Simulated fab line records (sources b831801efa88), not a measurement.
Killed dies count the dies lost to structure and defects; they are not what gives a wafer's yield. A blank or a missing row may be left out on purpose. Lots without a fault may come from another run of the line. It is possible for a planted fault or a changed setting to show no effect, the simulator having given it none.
Matching of chambers	flow sky130	SKY_FIELD_ISO_CMP_27 on cmp-02 has 4 sister chambers
The step polishes, stops on Si3N4, t overpolish 16 s, target thk 457.8 nm. 8 wafers are shown with their chamber, then 8 later ones without.

== WAFERS WITH THEIR CHAMBER ==
wafer	chamber	time_to_endpoint_s (s)	motor_current_A (A)
L195.1	0	110	11.7
L209.1	1	111	11.4
L209.5	1	112	11.7
L209.6	2	99	13.4
L210.1	2	99	12.8
L210.2	0	108	11.5
L210.6	3	106	12.0
L211.1	3	103	12.0

== WAFERS WHOSE CHAMBER IS MISSING ==
wafer	time_to_endpoint_s (s)	motor_current_A (A)
L211.2	102	12.4
L211.4	114	11.7
L212.1	109	12.1
L212.3	111	11.8
L212.4	103	13.0
L213.1	110	11.7
L213.5	101	13.1
L213.6	107	12.4

== WHICH CHAMBER EACH WENT THROUGH ==
wafer	from the rows above	in truth
L211.2	can't be placed: 3 or 2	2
L211.4	can't be placed: 1 or 0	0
L212.1	can't be placed: 0 or 1 or 3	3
L212.3	can't be placed: 1 or 0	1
L212.4	can't be placed: 2 or 3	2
L213.1	can't be placed: 0 or 1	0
L213.5	2	2
L213.6	can't be placed: 3 or 0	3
1 of 8 placed correctly. Unplaceable from these rows: 7, with the true chamber sitting among the candidates in 7. Number placed wrongly: 0.
How it was worked out, from the rows above alone: a wafer's distance from a chamber is the root of the sum, over the readings, of the square of ((its reading less the chamber's mean) divided by the reading's scatter). If the next closest chamber is less than 2 further off than the closest, the wafer can't be placed; otherwise it belongs to the closest. For every chamber, the mean is computed from those of its wafers that are shown. The scatter: the root of (the sum of the squares of (reading less its chamber's mean) over the shown wafers, divided by (wafers less chambers)).
